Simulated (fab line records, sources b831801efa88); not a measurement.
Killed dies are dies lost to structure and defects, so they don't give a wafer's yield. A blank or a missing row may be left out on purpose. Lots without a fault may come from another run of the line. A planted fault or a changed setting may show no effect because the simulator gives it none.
fab line records | flow sky130
record lots=13 wafers=39 last_day=50
route steps=708 shown SONOS_ONO@172
lots that met no fault: from a run of the same line without faults
start_h: hours from the record's first day to the start of the lot's first wafer shown | wait_h: hours since the lot's step before | " the same as in the row above | L1.1+2: a row that stands for several wafers | - no value, or no start given | * or withheld: withheld | < > ~ a bound
route shown NAME@n: a module of which the file shows steps, and the number in the route of the first | usual: mean/standard deviation of fault-free wafers | same: alike in all rows | chamber/n: place in a boat | sites: the reading at each site | _std_site: their standard deviation | _edge_site: outer sites' mean less inner sites' | radius_mm: how far each site lies from the wafer's centre | mask NAME#n: copy n | behind: the tool/chamber that last shaped the wafer | hold: why the lot was held/for how many hours/how that ended | device: the transistor (n, p or np) that didn't switch | end of line: the same wafers' tests at the end of the route | a step without rows: its recipe alone | killed: dies lost to structure and defects at the first sort, not the wafer's yield | map: a wafer's dies, x killed, . not, _ none there
set.NAME: the setting as run; set.NAME@STEP: as run at that earlier step | model.NAME: the simulator's own value behind a step, which no gauge read
steps of the route over a sample of lots; a table a step, a row a wafer
services: from which hour (start_h, from the record's first day; less than 0 if before it) a tool's chamber was out of use, for how many hours, and why
## steps
# step SKY_SONOS_ONO_CVD_04
# recipe material=SiO2 precursor=SiH4/N2O target_thk_nm=5.7199 temp_c=900 pressure_mtorr=400
# usual spike_tc_bottom_C=917.7/1.3 spike_tc_centre_C=899.1/0.98 spike_tc_lower_C=900.3/0.95 spike_tc_top_C=911.6/1 spike_tc_upper_C=899.9/1.3 susceptor_temp_C=900.0/0.41 zone_power_bottom_pct=25.7/0.3 zone_power_centre_pct=20.2/0.34 zone_power_upper_pct=17.38/0.18
# columns lot.wafer tool chamber start_h wait_h spike_tc_bottom_C spike_tc_centre_C spike_tc_lower_C spike_tc_top_C spike_tc_upper_C susceptor_temp_C zone_power_bottom_pct zone_power_centre_pct zone_power_upper_pct
L947.1 lpcvd-03 1 247.31 0.1 916.1 900.2 900.1 913.1 900.2 900.2 25.8 20.0 17.76
L947.2 " 1 " " 916.8 899.0 901.8 912.4 899.5 900.1 25.4 20.0 17.64
L947.6 " 1 " " 918.5 900.2 900.5 910.6 898.8 900.1 25.8 19.6 17.24
L948.2 lpcvd-03 0 256.15 0.0 919.5 898.8 900.5 910.2 899.2 900.0 26.0 20.6 17.43
L948.3 " 0 " " 916.8 901.0 899.3 911.6 898.0 900.7 25.8 20.5 17.58
L948.6 " 0 " " 919.5 898.8 899.7 910.8 899.0 900.1 25.8 20.5 17.43
L949.1 lpcvd-03 0 268.51 0.1 918.3 899.3 898.9 911.9 898.8 899.2 26.1 20.6 17.23
L949.5 " 0 " " 919.4 899.2 899.3 911.5 898.1 899.5 25.7 20.4 17.41
L949.6 " 0 " " 919.5 897.9 899.5 909.9 900.3 899.3 25.9 20.3 17.36
L950.1 lpcvd-03 1 273.24 0.1 916.9 900.0 901.0 912.4 898.6 899.7 25.3 19.7 17.32
L950.3 " 1 " " 918.5 899.0 899.8 911.9 900.0 899.6 25.6 19.8 17.52
L950.5 " 1 " " 916.4 899.1 901.4 910.9 901.1 899.8 25.3 19.9 17.35
L951.1 lpcvd-03 0 279.51 0.1 917.9 898.1 898.2 913.1 899.2 900.7 26.0 20.4 17.05
L951.5 " 0 " " 919.0 898.8 898.2 911.8 899.5 899.9 25.7 20.0 17.37
L951.6 " 0 " " 919.2 897.4 899.9 911.0 900.0 900.3 26.0 20.3 17.47
L952.2 lpcvd-03 0 288.59 0.0 918.0 898.5 900.2 909.6 899.8 900.2 26.1 20.5 17.32
L952.4 " 0 " " 919.1 898.7 900.9 911.6 899.4 900.4 26.4 20.5 17.38
L952.6 " 0 " " 920.1 897.5 901.4 911.4 899.5 900.6 26.1 20.4 17.55
L957.1 lpcvd-03 0 326.92 0.1 953.5 933.1 934.5 946.2 933.0 935.2 27.9 22.2 18.76
L957.2 " 0 " " 953.5 935.4 934.0 946.7 931.4 934.9 28.4 22.4 19.09
L957.5 " 0 " " 954.0 932.8 934.4 945.0 933.7 935.2 28.4 22.5 18.66
L964.1 lpcvd-03 0 429.99 0.1 918.8 900.0 899.9 910.5 899.3 900.8 25.7 20.8 17.39
L964.3 " 0 " " 919.0 898.0 901.1 912.1 899.2 901.2 26.2 20.3 17.39
L964.4 " 0 " " 918.9 898.6 899.1 910.5 898.0 900.6 25.7 20.5 17.34
L965.2 lpcvd-03 1 429.99 0.0 918.3 900.4 900.8 912.0 900.1 900.2 25.3 19.8 17.41
L965.3 " 1 " " 917.4 900.0 901.1 911.9 898.5 900.1 25.3 20.1 17.54
L965.5 " 1 " " 915.3 899.7 900.4 912.3 900.4 900.4 25.0 19.8 17.18
L966.1 lpcvd-03 0 429.99 0.1 917.8 899.7 900.1 910.5 899.1 900.1 26.1 20.7 17.20
L966.2 " 0 " " 918.2 899.2 899.3 910.9 898.3 899.9 25.9 20.2 17.34
L966.4 " 0 " " 919.0 899.5 900.0 910.1 899.7 900.0 25.5 20.6 17.33
L967.1 lpcvd-03 1 431.24 1.2 918.4 900.1 900.4 911.2 901.8 899.7 25.4 19.6 17.52
L967.2 " 1 " " 916.6 898.1 902.3 912.3 900.7 899.4 25.7 20.1 17.25
L967.6 " 1 " " 916.9 899.9 900.5 911.5 901.2 900.1 25.5 19.9 17.56
L968.3 lpcvd-03 1 431.24 1.2 920.3 900.4 900.8 912.0 900.5 900.2 25.5 19.5 17.60
L968.4 " 1 " " 917.8 899.4 900.9 911.7 900.4 900.8 25.7 19.9 17.63
L968.6 " 1 " " 916.5 899.5 901.3 910.6 901.6 901.1 25.5 19.9 17.59
L969.2 lpcvd-03 1 431.24 1.2 915.4 898.6 900.2 910.6 901.5 900.5 25.7 20.0 17.17
L969.4 " 1 " " 917.4 900.1 901.3 912.1 900.6 899.6 25.3 20.0 17.09
L969.5 " 1 " " 917.2 898.6 899.9 909.9 901.5 899.9 25.5 19.7 17.31
# step SKY_SONOS_ONO_THK_MEAS_05
# recipe reads=SiO2_of_SONOS_ONO_CVD_04
# usual SONOS_ONO_CVD_04_THK=5.69/0.12
# columns lot.wafer tool chamber start_h wait_h SONOS_ONO_CVD_04_THK[nm]
L947.1 film_metro-02 - 250.12 0.0 5.74
L947.2 " - " " 5.72
L947.6 " - " " 5.57
L948.2 film_metro-03 - 258.03 0.0 5.82
L948.3 " - " " 5.83
L948.6 " - " " 5.64
L949.1 film_metro-02 - 270.38 0.0 5.43
L949.5 " - " " 5.49
L949.6 " - " " 5.43
L950.1 film_metro-03 - 275.12 0.0 5.77
L950.3 " - " " 5.68
L950.5 " - " " 5.90
L951.1 film_metro-04 - 281.38 0.0 5.61
L951.5 " - " " 5.53
L951.6 " - " " 5.74
L952.2 film_metro-03 - 290.48 0.0 5.78
L952.4 " - " " 5.80
L952.6 " - " " 5.74
L957.1 film_metro-04 - 329.73 0.0 9.07
L957.2 " - " " 9.13
L957.5 " - " " 8.93
L964.1 film_metro-02 - 431.24 0.0 5.60
L964.3 " - " " 5.74
L964.4 " - " " 5.72
L966.1 film_metro-03 - 431.24 0.0 5.70
L966.2 " - " " 5.67
L966.4 " - " " 5.66
L965.2 film_metro-04 - 431.25 0.0 5.49
L965.3 " - " " 5.53
L965.5 " - " " 5.64
L967.1 film_metro-03 - 432.49 0.0 5.77
L967.2 " - " " 5.74
L967.6 " - " " 5.70
L969.2 film_metro-04 - 432.50 0.0 5.84
L969.4 " - " " 5.86
L969.5 " - " " 5.85
L968.3 film_metro-02 - 432.51 0.0 5.87
L968.4 " - " " 5.85
L968.6 " - " " 5.89
## services
# columns tool chamber start_h hours kind
lpcvd-03 - 406.27 6.0 pm
## key
first_sign step=SKY_SONOS_ONO_CVD_04 reading=susceptor_temp_C direction=up sigmas=85 usual=* struck=*
effect step=SKY_SONOS_ONO_CVD_04 reading=spike_tc_lower_C direction=up sigmas=36 usual=900.3 struck=934.3
effect step=SKY_SONOS_ONO_THK_MEAS_05 reading=SONOS_ONO_CVD_04_THK direction=up sigmas=29 usual=5.69 struck=9.04
met_at SKY_SONOS_ONO_CVD_04
struck_lots L957
struck_wafers L957.1,L957.2,L957.5
tester_left_out L957
onset_between 288.59 326.92
fault kind=process_parameter_drift tool=lpcvd-03 chamber=0 onset_h=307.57 steps=SKY_SONOS_ONO_CVD_04 channel=temp_c offset=* shape=step end_h=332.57 stated=*
# tester_left_out: of these lots the tester's yield and bins aren't shown, on N5 and GAA mostly nor the transistor test; their killed dies are dies lost to structure and defects alone, not to doping, threshold or leakage, so they don't give the yield
